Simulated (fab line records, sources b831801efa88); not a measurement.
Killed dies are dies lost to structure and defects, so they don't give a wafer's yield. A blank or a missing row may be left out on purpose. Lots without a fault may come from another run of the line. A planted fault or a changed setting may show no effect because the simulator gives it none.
A struck lot beside a sound one | flow gf180mcu | 17 steps out of a route of 602
Sound: wafers L317.2, L317.4, L317.6. Struck: wafers L315.3, L315.4. The cause comes at the end.
At each step with rows: each side's tool, then ch and its chambers, then its first start. Under that, the readings that differ: sound wafers | struck wafers | difference of the means | sigmas: that difference in standard deviations of wafers without a fault.
alike: readings whose means differ by less than 2 such deviations, and words and numbers that are the same on both sides. not compared: withheld readings, readings that some wafer has no value for, bounds like >300 that may hide the same value, and numbers for which the record gives no deviation and whose values overlap.
The two part at a step that has a row with sigmas, a row that says differs or no value, or rows on one side only. Numbers that don't overlap but have no deviation are shown without sigmas and don't part them. A reading that every wafer of one side lacks parts them only if that side has two wafers or more.

first, 4 steps without rows for these wafers: GF_M1_SOFTBAKE_10 (time 60 s); GF_M1_EXPOSE_11 (exposes mask Metal1, target cd 230 nm); GF_M1_PEB_12 (peb time 90 s); GF_M1_DEVELOP_13 (develop time 60 s).
GF_M1_CD_MEAS_14: target cd 230 nm.
  sound on cd_sem-01, day 22 02:50; struck on cd_sem-02, day 21 12:17
  alike: cd_nm
GF_M1_OVL_MEAS_15:
  sound on overlay-01, day 22 02:56; struck on overlay-02, day 21 12:22
  alike: M1_OVL
GF_M1_METAL_ETCH_16: etches the open film in Cl2/BCl3, stops on SiO2, target depth 750.8 nm, time 125.1 s.
  sound on rie_metal-04 ch 0, day 22 03:01; struck on rie_metal-03 ch 0,1, day 21 12:26
  alike: drypump_motor_current_A, oes_product_au, throttle_valve_pct
  not compared: rf_hours_counter_h
GF_M1_STRIP_17: strips in O2/N2.
  sound on plasma_asher-01 ch 1, day 22 03:14; struck on plasma_asher-02 ch 0,1, day 21 12:34
  reading                     | sound       | struck  | difference | sigmas
  drypump_motor_current_A (A) | 5.6 5.6 5.6 | 6.7 6.3 | +0.9       | +2
  alike: heater_power_w, oes_product_au, strip_time_to_endpoint_s
  not compared: rf_hours_counter_h
then, 3 steps without rows for these wafers: GF_M1_STRIP_18 (strips in post etch residue remover, time 1200 s); GF_M1_CLEAN_19 (cleans in DIW); GF_V1_CVD_00 (deposits SiO2, target thk 600 nm, time 100 s).
GF_V1_THK_MEAS_01:
  sound on film_metro-04, day 22 03:50; struck on film_metro-03, day 21 13:09
  alike: V1_CVD_00_THK
GF_V1_CVD_02: deposits SiO2 from TEOS, target thk 850 nm, time 94.851 s.
  sound on pecvd-02 ch 1,2, day 22 03:53; struck on pecvd-03 ch 1, day 21 13:11
  reading                             | sound             | struck      | difference | sigmas
  run_length_s (s)                    | 123.7 122.8 124.1 | 179.1 179.3 | +55.7      | +91
  model.SiO2_of_V1_CVD_02.thk_nm (nm) | 829.1 850.5 843.6 | 1330 1382   | +515       |
  alike: heater_power_w
GF_V1_THK_MEAS_03:
  sound on film_metro-03, day 22 03:58; struck on film_metro-01, day 21 13:31
  reading            | sound       | struck    | difference | sigmas
  V1_CVD_02_THK (nm) | 829 850 843 | 1330 1381 | +515       | +40
  not compared: hold
GF_V1_CMP_04: polishes SiO2.
  sound on cmp-01 ch 0,2,3, day 22 04:07; struck on cmp-01 ch 0,2, day 21 19:41
  reading                | sound    | struck                                            | difference                   | sigmas
  hold                   | - - -    | await_dispo/6.1h/release await_dispo/6.1h/release | no value on the sound wafers |
  time_to_endpoint_s (s) | 72 82 83 | 253 284                                           | +190                         | +32
  alike: motor_current_A
GF_V1_BOW_MEAS_05:
  sound on film_metro-04, day 22 04:20; struck on film_metro-03, day 21 20:02
  alike: V1_BOW
-- the record jumps here: 11 days lie between the struck wafers' starts before and after (it left off in module V1 and takes up again in module PASSIVATION, whose first step shown is number 602 of the route) --
GF_PASSIVATION_PROBE_99:
  the record has rows for the struck wafers here (prober-02, day 32 11:10) and none for the sound ones

WHERE THEY PART
First at GF_M1_STRIP_17; last, within this record, at GF_PASSIVATION_PROBE_99.

WHY: what the simulator had put in
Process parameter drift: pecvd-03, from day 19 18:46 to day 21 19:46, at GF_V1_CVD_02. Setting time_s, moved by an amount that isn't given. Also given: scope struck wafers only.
